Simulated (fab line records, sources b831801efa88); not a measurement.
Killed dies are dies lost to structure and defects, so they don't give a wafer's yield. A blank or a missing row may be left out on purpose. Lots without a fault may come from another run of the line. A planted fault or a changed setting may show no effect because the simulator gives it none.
fab line records | flow sky130
record lots=5 wafers=15 last_day=50
route steps=708 shown LDD_LDN@289 PAD_OPEN@708
lots that met no fault: from a run of the same line without faults
start_h: hours from the record's first day to the start of the lot's first wafer shown | wait_h: hours since the lot's step before | " the same as in the row above | L1.1+2: a row that stands for several wafers | - no value, or no start given | * or withheld: withheld | < > ~ a bound
route shown NAME@n: a module of which the file shows steps, and the number in the route of the first | usual: mean/standard deviation of fault-free wafers | same: alike in all rows | chamber/n: place in a boat | sites: the reading at each site | _std_site: their standard deviation | _edge_site: outer sites' mean less inner sites' | radius_mm: how far each site lies from the wafer's centre | mask NAME#n: copy n | behind: the tool/chamber that last shaped the wafer | hold: why the lot was held/for how many hours/how that ended | device: the transistor (n, p or np) that didn't switch | end of line: the same wafers' tests at the end of the route | a step without rows: its recipe alone | killed: dies lost to structure and defects at the first sort, not the wafer's yield | map: a wafer's dies, x killed, . not, _ none there
set.NAME: the setting as run; set.NAME@STEP: as run at that earlier step | model.NAME: the simulator's own value behind a step, which no gauge read
lots at some steps of the route; a table a step, a row a wafer
services: from which hour (start_h, from the record's first day; less than 0 if before it) a tool's chamber was out of use, for how many hours, and why
## steps
# step SKY_LDD_LDN_DEHYDRATE_00
# recipe temp_c=200 time_s=60
# step SKY_LDD_LDN_HMDS_01
# recipe prime_time_s=60 prime_temp_c=120
# step SKY_LDD_LDN_COAT_02
# recipe resist=NOVOLAK spin_rpm=3000 resist_thk_nm=1140
# step SKY_LDD_LDN_SOFTBAKE_03
# recipe temp_c=90 time_s=60 resist=NOVOLAK
# step SKY_LDD_LDN_EXPOSE_04
# recipe mask_id=LDNTM na=0.6 source_shape=conventional sigma_outer=0.6 polarization=unpolarized target_cd_nm=700 dose_mj=140
# step SKY_LDD_LDN_PEB_05
# recipe temp_c=withheld time_s=* resist=NOVOLAK
# step SKY_LDD_LDN_DEVELOP_06
# recipe resist=NOVOLAK developer=TMAH develop_time_s=60 dev_temp_c=23
# step SKY_LDD_LDN_OVL_MEAS_07
# usual LDD_LDN_OVL=0.6/1.4
# columns lot.wafer tool chamber start_h wait_h LDD_LDN_OVL[nm]
L861.1 overlay-02 - 600.55 0.1 0.2
L861.4 " - " " 2.2
L861.6 " - " " 2.3
L862.3 overlay-01 - 606.61 0.1 -0.2
L862.5 " - " " -0.5
L862.6 " - " " -1.7
L865.1 overlay-01 - 626.60 0.1 1.6
L865.5 " - " " 2.0
L865.6 " - " " -1.3
L870.2 overlay-01 - 681.15 0.1 0.1
L870.3 " - " " -0.3
L870.5 " - " " -0.3
L873.1 overlay-02 - 693.42 0.1 -0.1
L873.3 " - " " 1.3
L873.6 " - " " 1.4
# step SKY_LDD_LDN_IMPLANT_08
# recipe species=As energy_kev=15 dose_cm2=1.25e+13 tilt_deg=withheld rotation_deg=23
# step SKY_LDD_LDN_IMPLANT_09
# recipe species=As energy_kev=15 dose_cm2=1.25e+13 tilt_deg=withheld rotation_deg=113
# step SKY_LDD_LDN_IMPLANT_10
# recipe species=As energy_kev=15 dose_cm2=1.25e+13 tilt_deg=withheld rotation_deg=203
# step SKY_LDD_LDN_IMPLANT_11
# recipe species=As energy_kev=15 dose_cm2=1.25e+13 tilt_deg=withheld rotation_deg=293
# step SKY_LDD_LDN_STRIP_12
# recipe chemistry=O2/N2 power_w=1400 pressure_mtorr=1500 platen_temp_c=withheld o2_flow_sccm=3000 n2_flow_sccm=300 overash_fraction=0.5
# usual drypump_motor_current_A=5.8/0.49 oes_product_au=0.715/0.0045 strip_time_to_endpoint_s=14.18/0.038
# columns lot.wafer tool chamber start_h wait_h drypump_motor_current_A oes_product_au rf_hours_counter_h strip_time_to_endpoint_s model.NOVOLAK_of_LDD_LDN_COAT_02.thk_nm
L861.1 plasma_asher-03 0 601.19 0.1 5.6 0.723 93 14.15 0
L861.4 " 0 " " 5.6 0.714 - 14.19 0
L861.6 " 1 " " 5.8 0.726 - 14.16 0
L862.3 plasma_asher-01 0 607.26 0.1 5.0 0.716 - 14.16 0
L862.5 " 1 " " 6.3 0.715 - 14.09 0
L862.6 " 0 " " 4.9 0.723 - 14.22 0
L865.1 plasma_asher-01 1 627.24 0.1 6.4 0.938 18 - 348.9
L865.5 " 0 " " 5.0 0.936 - - 349.4
L865.6 " 1 " " 6.3 0.944 - - 348.9
L870.2 plasma_asher-03 1 681.78 0.1 5.8 0.712 102 14.19 0
L870.3 " 1 " " 5.8 0.714 - 14.25 0
L870.5 " 1 " " 5.9 0.720 - 14.22 0
L873.1 plasma_asher-04 1 694.06 0.1 5.4 0.724 88 14.23 0
L873.3 " 0 " " 6.4 0.715 - 14.24 0
L873.6 " 1 " " 5.5 0.714 - 14.20 0
# step SKY_LDD_LDN_TW_MEAS_13
# usual LDD_LDN_TW=1487/20
# columns lot.wafer tool chamber start_h wait_h LDD_LDN_TW
L861.1 film_metro-01 - 601.29 0.1 1475
L861.4 " - " " 1487
L861.6 " - " " 1486
L862.3 film_metro-02 - 607.35 0.1 1508
L862.5 " - " " 1518
L862.6 " - " " 1511
L865.1 film_metro-01 - 627.34 0.1 1489
L865.5 " - " " 1491
L865.6 " - " " 1490
L870.2 film_metro-02 - 681.89 0.1 1496
L870.3 " - " " 1500
L870.5 " - " " 1500
L873.1 film_metro-04 - 694.16 0.1 1458
L873.3 " - " " 1459
L873.6 " - " " 1467
# step SKY_PAD_OPEN_PROBE_99
# usual killed_at_M0_to_M3=43/7 killed_at_M4_up=3.4/1.9 killed_at_contacts=24/5.4 killed_at_front_end=15/4.4 killed_at_other=0.4/0.63 killed_dies=86/9.1 killed_on_rim=16/3.5 killed_open=46/6.6 killed_short=39/6.6
# same gross_dies=492 killed_at_back_side=0
# columns lot.wafer tool chamber start_h wait_h killed_at_M0_to_M3 killed_at_M4_up killed_at_contacts killed_at_front_end killed_at_other killed_dies killed_on_rim killed_open killed_short
L861.1 prober-01 - 1129.08 0.1 37 3 16 25 1 82 15 44 36
L861.4 prober-01 - 1129.23 0.2 44 2 19 24 0 89 18 41 47
L861.6 prober-01 - 1129.33 0.2 46 7 21 15 1 90 22 47 43
L862.3 prober-01 - 1130.87 0.2 51 7 21 20 0 99 24 47 52
L862.5 prober-01 - 1130.97 0.2 46 1 23 18 0 88 20 50 38
L862.6 prober-01 - 1131.02 0.2 48 1 21 17 0 87 19 52 35
L865.1 prober-02 - 1147.04 0.1 40 6 30 416 0 492 96 54 40
L865.5 prober-02 - 1147.24 0.2 39 4 16 432 1 492 96 45 27
L865.6 prober-02 - 1147.29 0.2 49 6 27 409 1 492 96 56 46
L870.2 prober-02 - 1181.50 0.1 57 1 24 14 1 97 19 46 50
L870.3 prober-02 - 1181.55 0.2 52 5 25 11 0 93 17 50 43
L870.5 prober-02 - 1181.65 0.2 51 3 29 15 1 99 14 45 53
L873.1 prober-02 - 1188.25 0.1 45 4 21 22 0 92 22 46 46
L873.3 prober-02 - 1188.35 0.2 35 1 34 25 1 96 19 52 44
L873.6 prober-02 - 1188.50 0.2 40 2 22 14 0 78 13 41 37
# killed by level:class
L861.1 VIA3:geometric_particle:open=10 FIELD_ISO:geometric_particle:short=9 VIA1:geometric_particle:open=7 CONTACT:geometric_particle:open=7 FIELD_ISO:geometric_particle:open=5 POLY_GATE:geometric_particle:short=5 VIA2:geometric_particle:open=5 VIA3:geometric_particle:short=5
L861.4 VIA1:geometric_particle:open=7 VIA2:geometric_particle:open=7 CONTACT:geometric_particle:short=6 VIA3:geometric_particle:short=6 LI_CONTACT:geometric_particle:short=5 METAL1:geometric_particle:short=5 VIA3:geometric_particle:open=5 FIELD_ISO:geometric_particle:short=4
L861.6 VIA1:geometric_particle:open=9 CONTACT:geometric_particle:open=8 METAL4:geometric_particle:short=7 LI_CONTACT:geometric_particle:open=6 METAL1:geometric_particle:short=6 VIA3:geometric_particle:short=6 VIA3:geometric_particle:open=6 FIELD_ISO:geometric_particle:open=5
L862.3 VIA1:geometric_particle:open=10 FIELD_ISO:geometric_particle:short=9 LOCAL_INTERCONNECT:geometric_particle:short=7 METAL2:geometric_particle:short=7 VIA3:geometric_particle:open=7 CONTACT:geometric_particle:open=5 METAL3:geometric_particle:short=5 VIA2:geometric_particle:open=5
L862.5 VIA1:geometric_particle:open=13 FIELD_ISO:geometric_particle:open=8 VIA2:geometric_particle:open=8 CONTACT:geometric_particle:open=7 LI_CONTACT:geometric_particle:open=6 LOCAL_INTERCONNECT:geometric_particle:short=6 METAL3:geometric_particle:short=6 METAL2:geometric_particle:short=5
L862.6 VIA1:geometric_particle:open=15 CONTACT:geometric_particle:open=11 VIA1:geometric_particle:short=6 FIELD_ISO:geometric_particle:open=5 POLY_GATE:geometric_particle:short=5 CONTACT:geometric_particle:short=5 VIA2:geometric_particle:short=5 VIA2:geometric_particle:open=5
L865.1 SPACER:area_cvd=398 VIA1:geometric_particle:open=11 CONTACT:geometric_particle:short=9 FIELD_ISO:geometric_particle:open=7 LI_CONTACT:geometric_particle:open=7 METAL2:geometric_particle:short=7 VIA2:geometric_particle:open=7 LOCAL_INTERCONNECT:geometric_particle:short=6
L865.5 SPACER:area_cvd=420 VIA3:geometric_particle:open=8 VIA1:geometric_particle:open=8 METAL2:geometric_particle:short=8 CONTACT:geometric_particle:open=5 VIA2:geometric_particle:open=5 LI_CONTACT:geometric_particle:open=4 METAL4:geometric_particle:short=4
L865.6 SPACER:area_cvd=390 VIA1:geometric_particle:open=17 CONTACT:geometric_particle:open=13 VIA1:geometric_particle:short=8 VIA3:geometric_particle:open=6 METAL4:geometric_particle:short=6 FIELD_ISO:geometric_particle:short=5 LI_CONTACT:geometric_particle:open=5
L870.2 VIA1:geometric_particle:open=11 VIA1:geometric_particle:short=9 VIA3:geometric_particle:open=8 CONTACT:geometric_particle:open=8 METAL1:geometric_particle:short=8 CONTACT:geometric_particle:short=7 VIA2:geometric_particle:open=6 POLY_GATE:geometric_particle:short=5
L870.3 VIA3:geometric_particle:open=10 VIA1:geometric_particle:open=9 VIA2:geometric_particle:open=9 LI_CONTACT:geometric_particle:open=8 CONTACT:geometric_particle:short=7 METAL2:geometric_particle:short=7 CONTACT:geometric_particle:open=6 METAL1:geometric_particle:short=4
L870.5 METAL2:geometric_particle:short=13 LI_CONTACT:geometric_particle:open=8 CONTACT:geometric_particle:short=7 VIA1:geometric_particle:open=7 VIA2:geometric_particle:open=6 LI_CONTACT:geometric_particle:short=5 CONTACT:geometric_particle:open=5 VIA3:geometric_particle:open=5
L873.1 VIA1:geometric_particle:open=14 FIELD_ISO:geometric_particle:short=7 POLY_GATE:geometric_particle:short=6 LI_CONTACT:geometric_particle:short=6 VIA1:geometric_particle:short=6 VIA2:geometric_particle:open=6 VIA3:geometric_particle:open=6 CONTACT:geometric_particle:short=5
L873.3 CONTACT:geometric_particle:open=12 FIELD_ISO:geometric_particle:open=10 VIA1:geometric_particle:open=8 FIELD_ISO:geometric_particle:short=7 METAL1:geometric_particle:short=7 LI_CONTACT:geometric_particle:open=6 CONTACT:geometric_particle:short=6 LOCAL_INTERCONNECT:geometric_particle:short=5
L873.6 CONTACT:geometric_particle:open=9 VIA2:geometric_particle:open=8 VIA1:geometric_particle:open=7 METAL1:geometric_particle:short=6 LI_CONTACT:geometric_particle:open=5 POLY_GATE:geometric_particle:short=4 METAL2:geometric_particle:short=4 VIA3:geometric_particle:open=4
# map L865.1 (x killed, . not)
__________xxxxxxxxxx_________
________xxxxxxxxxxxxxx_______
______xxxxxxxxxxxxxxxxxx_____
_____xxxxxxxxxxxxxxxxxxxx____
____xxxxxxxxxxxxxxxxxxxxxx___
___xxxxxxxxxxxxxxxxxxxxxxxx__
__xxxxxxxxxxxxxxxxxxxxxxxxxx_
_xxxxxxxxxxxxxxxxxxxxxxxxxxxx
_xxxxxxxxxxxxxxxxxxxxxxxxxxxx
_xxxxxxxxxxxxxxxxxxxxxxxxxxxx
_xxxxxxxxxxxxxxxxxxxxxxxxxxxx
_xxxxxxxxxxxxxxxxxxxxxxxxxxxx
_xxxxxxxxxxxxxxxxxxxxxxxxxxxx
_xxxxxxxxxxxxxxxxxxxxxxxxxxxx
_xxxxxxxxxxxxxxxxxxxxxxxxxxxx
__xxxxxxxxxxxxxxxxxxxxxxxxxx_
___xxxxxxxxxxxxxxxxxxxxxxxx__
____xxxxxxxxxxxxxxxxxxxxxx___
_____xxxxxxxxxxxxxxxxxxxx____
______xxxxxxxxxxxxxxxxxx_____
________xxxxxxxxxxxxxx_______
__________xxxxxxxxxx_________
# map L862.3 (x killed, . not)
__________..xx..x..x_________
________xx.x.........._______
______xxxxx....x..xx.x.x_____
_____...x..x......x....x.____
____............xx........___
___x...x.........x..x......__
__....x...........x...x.x..._
_...x.x...x...x.....x...xx...
_.x.......xx.....xx.x........
_x.xxx......xxxx............x
_.......x..x......xx..xx...x.
_xxx.....x.x.....x..x..x..x..
_.x..........x.xx............
_............x.....x.........
_.x................x..x...x..
__..............x.....x....._
___.x..x.x......x.......x..__
____x...........x.........___
_____....x.x.............____
______........x........._____
________x.xx..x..x...._______
__________.x.x.....x_________
## services
# columns tool chamber start_h hours kind
plasma_asher-01 - 683.63 1.3 repair
## key
first_sign step=SKY_LDD_LDN_STRIP_12 reading=oes_product_au direction=up sigmas=50 usual=0.715 struck=0.939
effect step=SKY_PAD_OPEN_PROBE_99 reading=killed_at_front_end direction=up sigmas=92 usual=15 struck=419
model_effect step=SKY_LDD_LDN_STRIP_12 value=NOVOLAK_of_LDD_LDN_COAT_02.thk_nm without=0 struck=349.1
more_kills_born_at SKY_SPACER_CVD_00@lpcvd-02=1208
met_at SKY_LDD_LDN_STRIP_12
struck_wafers L865.1,L865.5,L865.6
later_rows_left_out L865.1,L865.5,L865.6
tester_left_out L865
onset_between 607.26 627.24
fault kind=strip_aborted tool=plasma_asher-01 chamber=- onset_h=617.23 steps=SKY_LDD_LDN_STRIP_12 offset=0.58184 end_h=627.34
# tester_left_out: of these lots the tester's yield and bins aren't shown, on N5 and GAA mostly nor the transistor test; their killed dies are dies lost to structure and defects alone, not to doping, threshold or leakage, so they don't give the yield
# later_rows_left_out: the simulator's readings of these wafers behind a module that went badly wrong aren't trusted and aren't shown, but for the sort
